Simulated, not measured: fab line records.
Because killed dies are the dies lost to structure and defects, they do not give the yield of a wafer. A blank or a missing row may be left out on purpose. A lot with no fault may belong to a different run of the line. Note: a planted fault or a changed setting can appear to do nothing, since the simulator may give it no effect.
A struck lot beside a sound one / flow sky130 / 25 out of 708 route steps
Sound: wafers L577.1, L577.3, L577.5. The struck wafers were L588.1, L588.2, L588.3. At the end, the cause is stated.
Per side, at each step with rows, come the tool, then ch with its chambers, and then its first start. Under that, the readings that differ: sound wafers / struck wafers / difference of the means / sigmas: that difference in standard deviations of wafers without a fault.
alike: readings whose means differ by less than 2 such deviations, and words and numbers that are the same on both sides. not compared: withheld readings, readings that some wafer has no value for, bounds like >300 that may hide the same value, and numbers for which the record gives no deviation and whose values overlap.
Wherever a step has rows on one side only, a row that says differs or no value, or a row with sigmas, the two part there. When numbers do not overlap yet have no deviation, they are printed without sigmas and do not part them. A reading missing from all wafers of one side parts the sides only when that side holds two or more wafers.

first, 3 steps without rows for these wafers: SKY_LOCAL_INTERCONNECT_STRIP_16 (strips in post etch residue remover, time 1200 s); SKY_LOCAL_INTERCONNECT_CLEAN_17 (cleans in IPA, time 180 s); SKY_LOCAL_INTERCONNECT_CLEAN_18 (cleans in O3/DIW).
SKY_CONTACT_CVD_00: deposits Si3N4, target thk 75 nm.
  sound on pecvd-01 ch 0,1, day 29 20:43; struck on pecvd-01 ch 0,1,2, day 34 04:16
  alike: heater power w, rf fwd power W
SKY_CONTACT_THK_MEAS_01:
  sound: film metro-01 at day 29 20:47; struck: film metro-04 at day 34 04:17
  alike: CONTACT_CVD_00_THK
then, 1 step without rows for these wafers: SKY_CONTACT_HDPCVD_02 (deposits SiO2, target thk 565 nm, time 94.2 s).
SKY_CONTACT_THK_MEAS_03:
  sound: film metro-03 at day 29 20:55; struck: film metro-01 at day 34 04:25
  alike: CONTACT_HDPCVD_THK
SKY_CONTACT_CMP_04: polishes SiO2.
  sound on cmp-01 ch 1,2, day 29 20:59; struck on cmp-02 ch 0,1,2, day 34 04:29
reading=motor current A (A); sound=13.1 13.6 14.3; struck=11.0 12.1 10.7; difference=-2.4; sigmas=-2
  alike: platen rpm, time to endpoint s
SKY_CONTACT_BOW_MEAS_05:
  sound: film metro-01 at day 29 21:17; struck: film metro-04 at day 34 04:47
  alike: CONTACT_BOW
then, 3 steps without rows for these wafers: SKY_CONTACT_DEHYDRATE_06 (time 60 s); SKY_CONTACT_HMDS_07 (prime time 60 s); SKY_CONTACT_COAT_08 (resist thk 60 nm).
SKY_CONTACT_COAT_09: resist thk 450 nm.
  sound on litho track-04 ch 0, day 30 11:00; struck on litho track-03 ch 0, day 34 16:00
reading=model.KrF-thick_of_CONTACT_COAT_09.thk nm (nm); sound=446.8 446.5 446.5; struck=511.2 510.4 511; difference=+64.3; sigmas=
  alike: chill plate temp C, dispense pressure kPa
then, 4 steps without rows for these wafers: SKY_CONTACT_SOFTBAKE_10 (time 90 s); SKY_CONTACT_EXPOSE_11 (exposes mask CTM1, target cd 170 nm); SKY_CONTACT_PEB_12; SKY_CONTACT_DEVELOP_13 (develop time 60 s).
SKY_CONTACT_CD_MEAS_14 targets a cd of 170 nm.
  sound: cd sem-01 at day 31 01:02; struck: cd sem-02 at day 35 04:11
reading=cd nm (nm); sound=170.9 173.0 171.5; struck=166.4 166.9 167.2; difference=-5.0; sigmas=-3
SKY_CONTACT_OVL_MEAS_15:
  sound: overlay-01 at day 31 01:10; struck: overlay-02 at day 35 04:19
  alike: CONTACT_OVL
SKY_CONTACT_ETCH_16: etches BARC in N2/H2, stops on SiO2, time 45.9 s, target depth 60 nm.
  sound on rie diel-03 ch 0,2,3, day 31 01:11; struck on rie diel-03 ch 0,2,3, day 35 04:20
  alike: chamber pressure mTorr, drypump motor current A, oes product au, rf fwd power W, throttle valve pct
  not compared: rf hours counter h
SKY_CONTACT_ETCH_17: etches SiO2 in C4F8/O2/Ar, stops on Si3N4, target depth 340 nm.
  sound on rie diel-03 ch 0,2,3, day 31 01:14; struck on rie diel-03 ch 0,2,3, day 35 04:23
  alike: chamber pressure mTorr, oes product au, rf fwd power W
SKY_CONTACT_ETCH_18: etches Si3N4 in CHF3/O2, stops on TiN, time 39 s, target depth 75 nm.
  sound on rie diel-03 ch 0,2,3; struck on rie diel-03 ch 0,2,3
reading=model.KrF-thick_of_CONTACT_COAT_09.thk nm (nm); sound=242.5 238.4 240.2; struck=304.5 307.6 300.9; difference=+64.0; sigmas=
  alike: chamber pressure mTorr, drypump motor current A, oes product au, rf fwd power W, throttle valve pct
  not compared: rf hours counter h
SKY_CONTACT_STRIP_19: strips in O2/N2.
  sound on plasma asher-02 ch 0,1, day 31 01:19; struck on plasma asher-04 ch 0,1, day 35 04:28
reading=oes product au (a.u.); sound=0.372 0.377 0.382; struck=0.404 0.417 0.408; difference=+0.033; sigmas=+7
reading=strip time to endpoint s (s); sound=3.60 3.55 3.61; struck=4.26 4.29 4.22; difference=+0.67; sigmas=+20
  alike: chamber pressure mTorr, drypump motor current A
  not compared: rf hours counter h
then, 1 step without rows for these wafers: SKY_CONTACT_STRIP_20 (strips in post etch residue remover, time 1200 s).
-- the record jumps here: 13 days lie between the struck wafers' starts before and after (it left off in module CONTACT and takes up again in module PAD_OPEN, whose first step shown is number 708 of the route) --
SKY_PAD_OPEN_PROBE_99:
  sound: prober-01 at day 45 01:38; struck: prober-02 at day 48 08:19
reading=killed short; sound=50 49 57; struck=36 39 36; difference=-15; sigmas=-2
  alike: killed_at_M0_to_M3, killed_at_M4_up, killed at contacts, killed at front end, killed at other, killed dies, killed on rim, killed open

== WHERE THEY PART ==
Earliest at SKY_CONTACT_CMP_04; latest, in this record, at SKY_PAD_OPEN_PROBE_99.

WHY: whatever the simulator had introduced
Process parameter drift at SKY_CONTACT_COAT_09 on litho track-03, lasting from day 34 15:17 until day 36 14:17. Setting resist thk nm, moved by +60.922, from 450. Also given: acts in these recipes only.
